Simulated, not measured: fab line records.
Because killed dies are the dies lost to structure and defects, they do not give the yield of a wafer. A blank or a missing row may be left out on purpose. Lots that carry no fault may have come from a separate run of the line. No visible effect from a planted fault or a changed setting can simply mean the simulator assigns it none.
Matching of chambers / flow gf180mcu / cmp-02 running GF_V5_CMP_26: 4 sister chambers
The step polishes, stops on SiO2, t overpolish 15 s, target thk 0 nm. 8 wafers are shown with their chamber, then 7 later ones without.

WAFERS, EACH WITH ITS CHAMBER
wafer=L809.5; chamber=0; time to endpoint s (s)=76; motor current A (A)=10.4
wafer=L810.1; chamber=3; time to endpoint s (s)=92; motor current A (A)=10.8
wafer=L810.4; chamber=2; time to endpoint s (s)=93; motor current A (A)=10.7
wafer=L814.1; chamber=2; time to endpoint s (s)=91; motor current A (A)=10.7
wafer=L814.3; chamber=1; time to endpoint s (s)=91; motor current A (A)=10.4
wafer=L814.5; chamber=0; time to endpoint s (s)=77; motor current A (A)=10.5
wafer=L815.1; chamber=1; time to endpoint s (s)=93; motor current A (A)=10.9
wafer=L815.2; chamber=3; time to endpoint s (s)=95; motor current A (A)=10.4

WAFERS WHOSE CHAMBER IS MISSING
wafer=L815.4; time to endpoint s (s)=94; motor current A (A)=10.9
wafer=L816.1; time to endpoint s (s)=91; motor current A (A)=11.4
wafer=L816.3; time to endpoint s (s)=91; motor current A (A)=11.0
wafer=L816.5; time to endpoint s (s)=81; motor current A (A)=11.2
wafer=L820.1; time to endpoint s (s)=92; motor current A (A)=10.4
wafer=L820.2; time to endpoint s (s)=90; motor current A (A)=11.0
wafer=L820.3; time to endpoint s (s)=89; motor current A (A)=10.7

WHICH CHAMBER EACH ONE RAN IN
wafer=L815.4; from the rows above=can't be placed: 3 or 2 or 1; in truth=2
wafer=L816.1; from the rows above=can't be placed: 2 or 1 or 3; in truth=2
wafer=L816.3; from the rows above=can't be placed: 2 or 1 or 3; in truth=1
wafer=L816.5; from the rows above=0; in truth=0
wafer=L820.1; from the rows above=can't be placed: 1 or 2 or 3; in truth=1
wafer=L820.2; from the rows above=can't be placed: 2 or 1 or 3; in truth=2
wafer=L820.3; from the rows above=can't be placed: 2 or 1 or 3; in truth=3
Placed correctly: 1 of 7. Not placeable from these rows: 6 (in 6, the candidates include the true chamber). 0 placed wrongly.
How it was worked out, from the rows above alone: a wafer's distance from a chamber is the root of the sum, over the readings, of the square of ((its reading less the chamber's mean) divided by the reading's scatter). If the next closest chamber is less than 2 further off than the closest, the wafer can't be placed; otherwise it belongs to the closest. A chamber's mean is the mean of its shown wafers. The scatter: the root of (the sum of the squares of (reading less its chamber's mean) over the shown wafers, divided by (wafers less chambers)).
